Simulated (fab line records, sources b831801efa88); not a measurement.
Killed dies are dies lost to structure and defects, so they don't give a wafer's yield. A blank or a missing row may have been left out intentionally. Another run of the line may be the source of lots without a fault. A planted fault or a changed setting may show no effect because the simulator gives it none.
Split-lot trial -- flow sky130 -- route with 708 steps; 5 lots, 23 wafers read

== ON THE SPLIT ==
At SKY_VT_ADJUST_LVTN_SOFTBAKE_03, the setting temp_c was moved away from the recipe's 110 C on 10 of the 23 wafers read, by -2.8% to +2.2%. For the rest of the wafers, this setting stayed at what the recipe calls for.

== FROM THE SPLIT TO THE READING: what the file shows between them, 2 steps ==
- SKY_VT_ADJUST_LVTN_EXPOSE_04: exposes mask NWM COMPLEMENT LESS NATIVE, target cd 840 nm
- SKY_VT_ADJUST_LVTN_PEB_05

== THE READING ==
coat_of_VT_ADJUST_LVTN_COAT_02.thk_nm (the simulator's own value, which no gauge read), in nm, at SKY_VT_ADJUST_LVTN_DEVELOP_06 (develop time 60 s). The file does not state a usual value for it. Average 3035 nm, standard deviation 9.3 nm, over the 13 wafers here run with the recipe.

wafer,"tool, chamber at the split","temp_c as run, C",against the recipe,"coat_of_VT_ADJUST_LVTN_COAT_02.thk_nm, nm",against lot-mates on the recipe
L074.1,"litho_track-01, 0",112.4,+2.2%,3005,-32
L074.2,"litho_track-01, 0",112.4,+2.2%,3015,-22
L074.3,"litho_track-01, 0",112.4,+2.2%,3014,-24
L074.4,"litho_track-01, 0",110,recipe,3043,-
L074.5,"litho_track-01, 0",110,recipe,3032,-
L075.1,"litho_track-04, 0",110,recipe,3022,-
L075.2,"litho_track-04, 0",108.3,-1.5%,3059,+27
L075.3,"litho_track-04, 0",110,recipe,3029,-
L075.4,"litho_track-04, 0",108.3,-1.5%,3040,+8
L075.5,"litho_track-04, 0",110,recipe,3044,-
L077.1,"litho_track-01, 0",106.9,-2.8%,3063,+37
L077.2,"litho_track-01, 0",106.9,-2.8%,3059,+33
L077.3,"litho_track-01, 0",110,recipe,3022,-
L077.5,"litho_track-01, 0",110,recipe,3031,-
L077.6,"litho_track-01, 0",110,recipe,3026,-
L078.3,"litho_track-04, 0",110,recipe,3041,-
L078.4,"litho_track-04, 0",110,recipe,3030,-
L078.5,"litho_track-04, 0",110,recipe,3040,-
L080.1,"litho_track-01, 0",111.7,+1.5%,3021,-28
L080.5,"litho_track-01, 0",111.7,+1.5%,3021,-28
L080.2,"litho_track-01, 0",111.7,+1.5%,3023,-26
L080.3,"litho_track-01, 0",110,recipe,3053,-
L080.4,"litho_track-01, 0",110,recipe,3044,-

FIT RESULTS
A straight line over all 23 wafers: coat_of_VT_ADJUST_LVTN_COAT_02.thk_nm changes by -9.68 nm for each +1% of temp_c; r = -0.86; the points scatter about the line by 8.2 nm.
The same after taking each lot's own level away (the mean of its wafers on the recipe; 23 wafers): -12.9 nm for each +1%; r = -0.94; scatter 6.4 nm.
On that fit, the largest move of temp_c shifts the reading by 36 nm.
Measured against the standard deviation above, the lots' own levels, which go from 3026.3 to 3048.5 nm, span 2.4 times it.
So the lot-to-lot level changes the slope: the two fits differ.
Check: +35 nm against its lot-mates is what the line predicts for one of the wafers moved furthest among these (-2.8%) when that wafer is left out of the fit. It came out at +36.7 nm against them.

== THE WHOLE CHAIN: every reading that the file lists as answering this split, in the file's order ==
step,what it does,reading,change (the file's fit),r (the file's)
SKY_VT_ADJUST_LVTN_DEVELOP_06,develop time 60 s,"coat_of_VT_ADJUST_LVTN_COAT_02.thk_nm (the simulator's own value, which no gauge read)",-12.8 nm for each +1% of the setting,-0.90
SKY_VT_ADJUST_LVTN_STRIP_09,strips in O2/N2,strip_time_to_endpoint_s,withheld for each +1% of the setting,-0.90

== FILE'S OWN FIT ==
coat_of_VT_ADJUST_LVTN_COAT_02.thk_nm changes by -12.8 nm for each +1% of temp_c, r = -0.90.
